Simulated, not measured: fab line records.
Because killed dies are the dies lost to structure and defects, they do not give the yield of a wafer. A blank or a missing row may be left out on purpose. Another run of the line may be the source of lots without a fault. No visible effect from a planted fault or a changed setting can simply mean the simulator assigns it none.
fab line records    flow sky130
record lots=6  wafers=18  lastDay=51
route steps=708 shown VT_ADJUST_HVTR@139 VT_ADJUST_PCH@143 SONOS_TUNNEL@154 PAD_OPEN@708
lots that met no fault: taken from a fault-free run of the same line
startH: start of the lot's first displayed wafer, in hours after the record's first day    waitH: hours elapsed since this lot's preceding step    " unchanged from the row above    L1.1+2: a single row standing in for several wafers    - either no value or no given start    * or withheld: withheld    < > ~ a bound
route shown NAME@n: NAME is a module with steps in the file, n the number in the route of the first one    usual: mean/standard deviation taken from wafers without a fault    same: alike in all rows    chamber/n: place in a boat    sites: the reading at each site    _std_site: standard deviation across them    _edge_site: outer sites' mean less inner sites'    radiusMm: how far each site lies from the wafer's centre    mask NAME#n: copy n    behind: tool/chamber where the wafer was last shaped    hold: why the lot went on hold/how many hours it stayed there/how the hold came to an end    device: whichever transistor did not switch (one of n, p or np)    end of line: tests run on the same wafers once the route is complete    where a step has no rows: the recipe by itself    killed: count of dies lost to structure and defects at first sort (not the wafer's yield)    map: shows each die of a wafer: x if killed, . if not, _ if none is there
set.NAME: setting as actually run; set.NAME@STEP: the setting as run at that earlier step    model.NAME: the simulator's own value behind a step, which no gauge read
a table for each step, a row for each wafer; lots at some steps of the route
services: the hour from which a tool's chamber was out of use, counted from the record's first day as startH (under 0 if before that day), plus the number of hours and why
## steps
# step SKY_VT_ADJUST_HVTR_OVL_MEAS_08
# usual VT_ADJUST_HVTR_OVL=-0.4/1.5
lot.wafer  tool        chamber  startH  waitH  VT_ADJUST_HVTR_OVL[nm]
L974.1     overlay-02  -        242.02  0.1    -1.4
L974.2     "           -        "       "      -2.0
L974.6     "           -        "       "      0.3
L979.1     overlay-02  -        275.59  0.1    -0.2
L979.5     "           -        "       "      -0.4
L979.6     "           -        "       "      -1.1
L984.1     overlay-01  -        321.70  0.1    -1.0
L984.2     "           -        "       "      1.3
L984.5     "           -        "       "      -0.6
L986.1     overlay-02  -        339.94  0.1    -1.6
L986.3     "           -        "       "      0.0
L986.6     "           -        "       "      -2.6
L990.1     overlay-01  -        367.97  0.1    1.1
L990.3     "           -        "       "      -0.3
L990.5     "           -        "       "      -2.0
L993.1     overlay-01  -        382.95  0.1    -1.4
L993.3     "           -        "       "      -2.4
L993.6     "           -        "       "      -1.0
# step SKY_VT_ADJUST_HVTR_IMPLANT_09
# recipe species=B  energyKev=10  doseCm2=2.1e+12  tiltDeg=withheld
# step SKY_VT_ADJUST_HVTR_STRIP_10
# recipe chemistry=O2/N2  powerW=1400  pressureMtorr=1500  platenTempC=withheld  o2FlowSccm=3000  n2FlowSccm=300  overashFraction=0.5
# usual chamberPressureMTorr=1500.0/1.4  drypumpMotorCurrentA=5.5/0.56  oesProductAu=0.716/0.0045  stripTimeToEndpointS=14.18/0.037
lot.wafer  tool            chamber  startH  waitH  chamberPressureMTorr  drypumpMotorCurrentA  oesProductAu  rfHoursCounterH  stripTimeToEndpointS
L974.1     plasmaAsher-03  1        242.21  0.1    1498.5                5.8                   0.724         53               14.20
L974.2     "               0        "       "      1499.9                6.3                   0.711         53               14.20
L974.6     "               0        "       "      1503.1                6.3                   0.716         -                14.16
L979.1     plasmaAsher-04  0        275.78  0.1    1501.0                5.2                   0.722         59               14.16
L979.5     "               1        "       "      1501.6                4.9                   0.715         -                14.13
L979.6     "               0        "       "      1497.9                5.2                   0.713         -                14.13
L984.1     plasmaAsher-03  1        321.88  0.1    1502.1                5.8                   0.720         61               14.15
L984.2     "               0        "       "      1499.7                6.4                   0.718         61               14.17
L984.5     "               1        "       "      1500.0                5.8                   0.712         -                14.20
L986.1     plasmaAsher-01  0        340.13  0.1    1499.5                5.7                   0.714         54               14.20
L986.3     "               1        "       "      1500.1                4.8                   0.720         -                14.18
L986.6     "               1        "       "      1500.3                4.8                   0.719         -                14.22
L990.1     plasmaAsher-04  0        368.16  0.1    1498.0                5.2                   0.713         68               14.19
L990.3     "               1        "       "      1500.5                4.8                   0.721         -                14.19
L990.5     "               0        "       "      1501.0                5.2                   0.717         -                14.16
L993.1     plasmaAsher-04  1        383.13  0.1    1501.7                4.9                   0.717         69               14.16
L993.3     "               1        "       "      1499.6                4.8                   0.722         -                14.17
L993.6     "               1        "       "      1501.2                4.9                   0.722         -                14.13
# step SKY_VT_ADJUST_HVTR_TW_MEAS_11
# usual VT_ADJUST_HVTR_TW=211.5/1.5
lot.wafer  tool          chamber  startH  waitH  VT_ADJUST_HVTR_TW
L974.1     filmMetro-04  -        242.31  0.1    212.0
L974.2     "             -        "       "      213.0
L974.6     "             -        "       "      212.6
L979.1     filmMetro-02  -        275.88  0.1    208.3
L979.5     "             -        "       "      209.2
L979.6     "             -        "       "      209.3
L984.1     filmMetro-04  -        321.98  0.1    212.6
L984.2     "             -        "       "      210.9
L984.5     "             -        "       "      211.9
L986.1     filmMetro-03  -        340.23  0.1    213.7
L986.3     "             -        "       "      213.7
L986.6     "             -        "       "      213.6
L990.1     filmMetro-02  -        368.26  0.1    210.3
L990.3     "             -        "       "      209.0
L990.5     "             -        "       "      210.0
L993.1     filmMetro-03  -        383.23  0.1    211.2
L993.3     "             -        "       "      213.4
L993.6     "             -        "       "      212.0
# step SKY_VT_ADJUST_PCH_DEHYDRATE_00
# recipe tempC=200  timeS=60
# step SKY_VT_ADJUST_PCH_HMDS_01
# recipe primeTimeS=60  primeTempC=120
# step SKY_VT_ADJUST_PCH_COAT_02
# recipe spinRpm=2000  resistThkNm=3000
# step SKY_VT_ADJUST_PCH_SOFTBAKE_03
# recipe tempC=110  timeS=withheld
# step SKY_VT_ADJUST_PCH_EXPOSE_04
# recipe maskId=NWM  na=0.6  sourceShape=conventional  sigmaOuter=0.6  polarization=unpolarized  targetCdNm=840  doseMj=255
# step SKY_VT_ADJUST_PCH_PEB_05
# recipe tempC=115  timeS=withheld
# step SKY_VT_ADJUST_PCH_DEVELOP_06
# recipe wallAngleDeg=90  developer=TMAH  developTimeS=60  devTempC=23
# step SKY_VT_ADJUST_PCH_OVL_MEAS_07
# usual VT_ADJUST_PCH_OVL=-1.1/1.5
lot.wafer  tool        chamber  startH  waitH  VT_ADJUST_PCH_OVL[nm]
L974.1     overlay-01  -        265.37  -      -2.2
L974.2     "           -        "       "      -3.0
L974.6     "           -        "       "      -1.2
L979.1     overlay-01  -        300.62  -      0.8
L979.5     "           -        "       "      0.5
L979.6     "           -        "       "      2.2
L984.1     overlay-01  -        348.73  -      -0.7
L984.2     "           -        "       "      0.6
L984.5     "           -        "       "      -1.6
L986.1     overlay-02  -        367.38  -      -0.3
L986.3     "           -        "       "      -1.2
L986.6     "           -        "       "      -1.2
L990.1     overlay-01  -        397.63  -      -1.9
L990.3     "           -        "       "      -1.5
L990.5     "           -        "       "      -3.6
L993.1     overlay-02  -        413.17  -      -2.0
L993.3     "           -        "       "      -1.7
L993.6     "           -        "       "      -0.8
# step SKY_VT_ADJUST_PCH_IMPLANT_08
# recipe species=B  energyKev=10  doseCm2=5e+11  tiltDeg=withheld
# usual beamOnS=10.01/0.21  endStationPressureTorr=5e-06/2.8e-07  faradayCurrentUA=2.82/0.058
lot.wafer  tool          chamber  startH  waitH  beamOnS  endStationPressureTorr  faradayCurrentUA
L974.1     implanter-03  0        265.41  0.0    10.04    5.41e-06                2.81
L974.2     "             0        "       "      9.80     4.47e-06                2.87
L974.6     "             0        "       "      9.94     5.03e-06                2.84
L979.1     implanter-03  0        300.66  0.0    9.77     5.34e-06                2.89
L979.5     "             0        "       "      10.45    4.54e-06                2.68
L979.6     "             0        "       "      10.16    4.67e-06                2.79
L984.1     implanter-03  0        348.77  0.0    12.31    9.897e-05               2.31
L984.2     "             0        "       "      12.30    0.00010741              2.31
L984.5     "             0        "       "      12.27    0.00010407              2.32
L986.1     implanter-03  0        367.42  0.0    12.45    0.00010425              2.29
L986.3     "             0        "       "      12.00    0.00010081              2.37
L986.6     "             0        "       "      12.58    9.397e-05               2.27
L990.1     implanter-02  0        397.67  0.0    10.12    5.2e-06                 2.77
L990.3     "             0        "       "      9.92     4.51e-06                2.84
L990.5     "             0        "       "      10.14    4.88e-06                2.78
L993.1     implanter-02  0        413.21  0.0    9.80     4.94e-06                2.89
L993.3     "             0        "       "      10.54    4.29e-06                2.67
L993.6     "             0        "       "      10.07    5.13e-06                2.80
# step SKY_VT_ADJUST_PCH_STRIP_09
# recipe chemistry=O2/N2  powerW=1400  pressureMtorr=1500  platenTempC=withheld  o2FlowSccm=3000  n2FlowSccm=300  overashFraction=0.5
# usual chamberPressureMTorr=1500.2/1.3  drypumpMotorCurrentA=5.5/0.52  oesProductAu=0.723/0.0047  stripTimeToEndpointS=36.92/0.099
lot.wafer  tool            chamber  startH  waitH  chamberPressureMTorr  drypumpMotorCurrentA  oesProductAu  rfHoursCounterH  stripTimeToEndpointS
L974.1     plasmaAsher-03  0        265.56  0.1    1498.8                6.3                   0.722         56               36.92
L974.2     "               1        "       "      1498.4                5.8                   0.730         56               37.00
L974.6     "               0        "       "      1499.5                6.4                   0.722         -                37.00
L979.1     plasmaAsher-02  0        300.81  0.1    1500.0                5.1                   0.728         18               36.95
L979.5     "               0        "       "      1500.9                5.1                   0.725         -                36.94
L979.6     "               1        "       "      1501.0                5.6                   0.714         -                36.88
L984.1     plasmaAsher-04  1        348.92  0.1    1498.3                4.9                   0.720         66               37.04
L984.2     "               0        "       "      1501.8                5.2                   0.727         66               36.97
L984.5     "               1        "       "      1500.0                4.9                   0.725         -                36.92
L986.1     plasmaAsher-03  0        367.57  0.1    1499.4                6.4                   0.722         65               36.86
L986.3     "               0        "       "      1498.7                6.3                   0.713         -                36.82
L986.6     "               0        "       "      1500.3                6.3                   0.720         -                36.89
L990.1     plasmaAsher-03  0        397.82  0.1    1501.2                6.3                   0.722         69               36.94
L990.3     "               1        "       "      1502.3                5.8                   0.728         -                37.04
L990.5     "               1        "       "      1500.2                5.8                   0.729         -                37.03
L993.1     plasmaAsher-04  0        413.36  0.1    1500.0                5.2                   0.720         73               36.86
L993.3     "               1        "       "      1499.5                4.9                   0.723         -                36.84
L993.6     "               1        "       "      1498.9                4.9                   0.725         -                36.96
# step SKY_VT_ADJUST_PCH_TW_MEAS_10
# usual VT_ADJUST_PCH_TW=142.3/0.87
lot.wafer  tool          chamber  startH  waitH  VT_ADJUST_PCH_TW
L974.1     filmMetro-01  -        265.66  0.1    143.1
L974.2     "             -        "       "      142.2
L974.6     "             -        "       "      142.3
L979.1     filmMetro-02  -        300.91  0.1    141.4
L979.5     "             -        "       "      141.1
L979.6     "             -        "       "      142.4
L984.1     filmMetro-01  -        349.02  0.1    150.1
L984.2     "             -        "       "      148.5
L984.5     "             -        "       "      149.2
L986.1     filmMetro-04  -        367.67  0.1    151.2
L986.3     "             -        "       "      151.8
L986.6     "             -        "       "      151.4
L990.1     filmMetro-04  -        397.92  0.1    143.0
L990.3     "             -        "       "      142.2
L990.5     "             -        "       "      143.0
L993.1     filmMetro-01  -        413.46  0.1    142.2
L993.3     "             -        "       "      142.1
L993.6     "             -        "       "      141.9
# step SKY_SONOS_TUNNEL_DEHYDRATE_00
# recipe tempC=200  timeS=60
# step SKY_PAD_OPEN_PROBE_99
# usual killed_at_M0_to_M3=44/7.4  killed_at_M4_up=3.1/1.8  killedAtContacts=25/6  killedAtFrontEnd=15/4.4  killedAtOther=0.3/0.49  killedDies=88/10  killedOpen=48/7.4  killedShort=39/6.3
# same grossDies=492  killedAtBackSide=0
lot.wafer  tool       chamber  startH   waitH  killed_at_M0_to_M3  killed_at_M4_up  killedAtContacts  killedAtFrontEnd  killedAtOther  killedDies  killedOpen  killedShort  model.etest.pfetG5v0d10v5.offLog10AUm  model.etest.pfet_01v8_lvt.offLog10AUm  model.etest.pfetG5v0d10v5.vtSatV  model.etest.pfet_16v.vtV  model.etest.pfetG5v0d10v5.vtV  model.etest.pfetG5v0d10v5.vtLongV  model.etest.pfet_01v8_lvt.vtSatV  model.etest.pfet_01v8_lvt.vtV
L974.1     prober-01  -        1118.00  0.1    42                  2                19                19                0              82          39          43           -12.56                                 -8.736                                 -0.6227                           -1.102                    -0.8196                        -0.9344                            -0.4366                           -0.5298
L974.2     prober-01  -        1118.05  0.1    48                  4                24                9                 1              86          42          44           -12.54                                 -8.781                                 -0.6425                           -1.109                    -0.8392                        -0.9411                            -0.4364                           -0.531
L974.6     prober-01  -        1118.25  0.2    37                  2                30                17                0              86          51          35           -12.57                                 -8.886                                 -0.6169                           -1.095                    -0.8126                        -0.9277                            -0.4359                           -0.5311
L979.1     prober-01  -        1144.26  0.1    52                  3                24                15                0              94          49          45           -12.06                                 -8.175                                 -0.588                            -1.038                    -0.7972                        -0.8772                            -0.3733                           -0.4777
L979.5     prober-01  -        1144.46  0.2    49                  2                23                15                1              90          53          37           -11.93                                 -8.013                                 -0.5726                           -1.046                    -0.781                         -0.8844                            -0.3775                           -0.4834
L979.6     prober-01  -        1144.51  0.2    38                  4                24                15                0              81          45          36           -12.02                                 -7.978                                 -0.5793                           -1.046                    -0.7882                        -0.8848                            -0.3789                           -0.4854
L984.1     prober-02  -        1178.30  0.1    49                  5                19                9                 0              82          51          31           -11.88                                 -8.139                                 -0.5709                           -1.014                    -0.7774                        -0.8541                            -0.3758                           -0.4755
L984.2     prober-02  -        1178.35  0.1    44                  3                27                17                0              91          41          50           -11.36                                 -8.119                                 -0.5194                           -1.019                    -0.7348                        -0.8604                            -0.3732                           -0.4757
L984.5     prober-02  -        1178.50  0.2    35                  2                14                18                0              69          32          37           -11.62                                 -8.066                                 -0.5528                           -1.023                    -0.7674                        -0.8629                            -0.3763                           -0.4786
L986.1     prober-02  -        1188.88  0.1    44                  1                27                14                0              86          58          28           -12.14                                 -8.64                                  -0.5936                           -1.059                    -0.786                         -0.8926                            -0.4213                           -0.5119
L986.3     prober-02  -        1188.98  0.2    39                  0                23                11                0              73          47          26           -11.87                                 -8.415                                 -0.5528                           -1.06                     -0.7556                        -0.8928                            -0.4141                           -0.5075
L986.6     prober-02  -        1189.13  0.2    40                  3                30                19                0              92          51          41           -12.1                                  -8.454                                 -0.5714                           -1.06                     -0.7776                        -0.8902                            -0.4202                           -0.5114
L990.1     prober-02  -        1207.81  0.1    42                  4                19                16                0              81          46          35           -12.72                                 -8.781                                 -0.6414                           -1.106                    -0.8319                        -0.9326                            -0.4453                           -0.5334
L990.3     prober-02  -        1207.91  0.2    48                  5                15                15                1              84          49          35           -12.42                                 -8.979                                 -0.6288                           -1.106                    -0.8273                        -0.9368                            -0.4501                           -0.5394
L990.5     prober-02  -        1208.01  0.2    37                  2                28                15                0              82          54          28           -12.63                                 -9.001                                 -0.6351                           -1.098                    -0.8326                        -0.9297                            -0.4472                           -0.5395
L993.1     prober-01  -        1214.05  0.1    52                  1                26                16                0              95          50          45           -13.02                                 -8.97                                  -0.6733                           -1.109                    -0.8522                        -0.9369                            -0.4554                           -0.5401
L993.3     prober-01  -        1214.15  0.2    30                  6                29                17                0              82          48          34           -12.92                                 -8.862                                 -0.6618                           -1.115                    -0.8402                        -0.9371                            -0.4456                           -0.5329
L993.6     prober-01  -        1214.30  0.2    38                  5                34                20                1              98          59          39           -12.94                                 -9.069                                 -0.6687                           -1.108                    -0.8459                        -0.9297                            -0.4471                           -0.5303
# killed by level:class
L974.1 CONTACT:geometricParticle:open=8 FIELD_ISO:geometricParticle:short=6 VIA1:geometricParticle:short=6 VIA1:geometricParticle:open=6 VIA3:geometricParticle:open=6 VIA2:geometricParticle:open=5 SPACER:geometricParticle:short=4 CONTACT:geometricParticle:short=4
L974.2 METAL1:geometricParticle:short=11 LI_CONTACT:geometricParticle:open=9 VIA2:geometricParticle:open=7 CONTACT:geometricParticle:short=6 VIA1:geometricParticle:open=6 VIA3:geometricParticle:open=6 CONTACT:geometricParticle:open=5 FIELD_ISO:geometricParticle:short=4
L974.6 LI_CONTACT:geometricParticle:open=13 VIA1:geometricParticle:open=10 CONTACT:geometricParticle:open=7 VIA3:geometricParticle:open=7 CONTACT:geometricParticle:short=6 METAL3:geometricParticle:short=5 FIELD_ISO:geometricParticle:short=4 METAL1:geometricParticle:short=4
L979.1 VIA1:geometricParticle:open=13 CONTACT:geometricParticle:open=9 METAL2:geometricParticle:short=6 VIA2:geometricParticle:open=6 VIA1:geometricParticle:short=6 POLY_GATE:geometricParticle:short=5 LI_CONTACT:geometricParticle:open=5 LOCAL_INTERCONNECT:geometricParticle:short=5
L979.5 VIA2:geometricParticle:open=13 VIA1:geometricParticle:open=12 LI_CONTACT:geometricParticle:open=9 VIA1:geometricParticle:short=6 FIELD_ISO:geometricParticle:open=5 POLY_GATE:geometricParticle:short=5 CONTACT:geometricParticle:open=5 METAL2:geometricParticle:short=5
L979.6 LI_CONTACT:geometricParticle:open=8 CONTACT:geometricParticle:open=8 VIA3:geometricParticle:open=8 METAL1:geometricParticle:short=5 METAL2:geometricParticle:short=5 FIELD_ISO:geometricParticle:open=4 POLY_GATE:geometricParticle:short=4 METAL3:geometricParticle:short=4
L984.1 VIA2:geometricParticle:open=10 VIA1:geometricParticle:open=9 VIA3:geometricParticle:open=8 LI_CONTACT:geometricParticle:open=7 METAL3:geometricParticle:short=4 POLY_GATE:geometricParticle:open=4 METAL2:geometricParticle:short=4 CONTACT:geometricParticle:short=4
L984.2 LI_CONTACT:geometricParticle:open=10 CONTACT:geometricParticle:open=9 VIA1:geometricParticle:open=8 POLY_GATE:geometricParticle:short=7 METAL1:geometricParticle:short=6 VIA3:geometricParticle:short=6 METAL2:geometricParticle:short=6 FIELD_ISO:geometricParticle:short=5
L984.5 FIELD_ISO:geometricParticle:short=7 VIA2:geometricParticle:open=7 METAL1:geometricParticle:short=7 VIA1:geometricParticle:open=5 CONTACT:geometricParticle:open=5 METAL3:geometricParticle:short=5 LI_CONTACT:geometricParticle:short=3 POLY_GATE:geometricParticle:short=3
L986.1 VIA3:geometricParticle:open=12 CONTACT:geometricParticle:open=11 VIA1:geometricParticle:open=9 LI_CONTACT:geometricParticle:open=7 FIELD_ISO:geometricParticle:open=5 VIA1:geometricParticle:short=5 LOCAL_INTERCONNECT:geometricParticle:short=4 METAL2:geometricParticle:short=3
L986.3 CONTACT:geometricParticle:open=13 VIA1:geometricParticle:open=13 VIA2:geometricParticle:open=8 LOCAL_INTERCONNECT:geometricParticle:short=4 METAL1:geometricParticle:short=4 POLY_GATE:geometricParticle:open=3 LI_CONTACT:geometricParticle:open=3 VIA1:geometricParticle:short=3
L986.6 CONTACT:geometricParticle:open=12 VIA1:geometricParticle:open=10 METAL2:geometricParticle:short=9 LI_CONTACT:geometricParticle:open=8 VIA2:geometricParticle:open=7 FIELD_ISO:geometricParticle:short=5 LOCAL_INTERCONNECT:geometricParticle:short=5 LI_CONTACT:geometricParticle:short=4
L990.1 VIA1:geometricParticle:open=13 CONTACT:geometricParticle:open=8 VIA2:geometricParticle:short=6 VIA2:geometricParticle:open=5 VIA3:geometricParticle:short=5 POLY_GATE:geometricParticle:open=4 POLY_GATE:geometricParticle:short=4 METAL2:geometricParticle:short=4
L990.3 VIA1:geometricParticle:open=12 VIA3:geometricParticle:open=11 VIA1:geometricParticle:short=6 FIELD_ISO:geometricParticle:short=5 LI_CONTACT:geometricParticle:open=5 VIA2:geometricParticle:open=5 CONTACT:geometricParticle:open=4 METAL1:geometricParticle:short=4
L990.5 CONTACT:geometricParticle:open=11 FIELD_ISO:geometricParticle:open=8 VIA3:geometricParticle:open=8 VIA2:geometricParticle:open=6 LOCAL_INTERCONNECT:geometricParticle:short=5 METAL1:geometricParticle:short=5 VIA1:geometricParticle:open=5 VIA1:geometricParticle:short=5
L993.1 VIA2:geometricParticle:open=9 LI_CONTACT:geometricParticle:open=8 CONTACT:geometricParticle:open=8 VIA3:geometricParticle:open=8 VIA1:geometricParticle:open=7 VIA3:geometricParticle:short=7 POLY_GATE:geometricParticle:open=5 POLY_GATE:geometricParticle:short=4
L993.3 CONTACT:geometricParticle:open=10 VIA2:geometricParticle:open=9 LI_CONTACT:geometricParticle:open=7 CONTACT:geometricParticle:short=7 FIELD_ISO:geometricParticle:open=4 VIA1:geometricParticle:open=4 POLY_GATE:geometricParticle:open=4 METAL4:geometricParticle:short=4
L993.6 CONTACT:geometricParticle:open=14 VIA1:geometricParticle:open=9 CONTACT:geometricParticle:short=8 VIA3:geometricParticle:open=8 FIELD_ISO:geometricParticle:open=7 VIA2:geometricParticle:open=7 LI_CONTACT:geometricParticle:open=6 METAL4:geometricParticle:short=5
## services
tool            chamber  startH  hours  kind
implanter-02    -        224.42  10.7   pm
plasmaAsher-04  -        231.91  2.8    repair
plasmaAsher-03  -        232.14  2.8    pm
implanter-02    -        235.16  17.5   pm
implanter-02    -        239.64  1.3    repair
plasmaAsher-04  -        255.43  2.8    repair
implanter-03    -        257.49  1.1    repair
implanter-03    -        260.82  3.6    repair
plasmaAsher-03  -        285.02  1.4    repair
implanter-02    -        298.67  59.3   pm
plasmaAsher-04  -        311.42  5.7    repair
plasmaAsher-02  -        318.74  1.2    repair
implanter-03    -        330.43  5.0    pm
plasmaAsher-01  -        340.67  2.8    pm
implanter-03    -        349.19  4.9    pm
implanter-02    -        358.74  3.6    pm
plasmaAsher-01  -        370.09  15.9   pm
plasmaAsher-02  -        395.60  0.8    repair
plasmaAsher-01  -        397.68  13.3   repair
## key
firstSign step=SKY_VT_ADJUST_PCH_IMPLANT_08  reading=endStationPressureTorr  direction=up  sigmas=99+  usual=5e-06  struck=0.00010158
effect step=SKY_VT_ADJUST_PCH_IMPLANT_08  reading=beamOnS  direction=up  sigmas=11  usual=10.01  struck=12.32
effect step=SKY_VT_ADJUST_PCH_TW_MEAS_10  reading=VT_ADJUST_PCH_TW  direction=up  sigmas=9.3  usual=142.3  struck=150.4
modelEffect step=SKY_PAD_OPEN_PROBE_99  value=etest.pfetG5v0d10v5.offLog10AUm  without=-12.43  struck=-11.83
metAt SKY_VT_ADJUST_PCH_IMPLANT_08
struckWafers L984.1,L984.2,L984.5,L986.1,L986.3,L986.6
testerLeftOut L984,L986
onsetBetween 300.66 348.77
fault kind=processParameterDrift  tool=implanter-03  chamber=-  onsetH=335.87  steps=SKY_VT_ADJUST_PCH_IMPLANT_08  channel=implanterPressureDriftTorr  offset=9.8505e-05  shape=step  endH=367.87
fault kind=processParameterDrift  tool=implanter-03  chamber=-  onsetH=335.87  steps=SKY_VT_ADJUST_PCH_IMPLANT_08  channel=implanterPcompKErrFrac  offset=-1  shape=step  endH=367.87
# testerLeftOut: of these lots the tester's yield and bins aren't shown, on N5 and GAA mostly nor the transistor test; their killed dies are dies lost to structure and defects alone, not to doping, threshold or leakage, so they don't give the yield
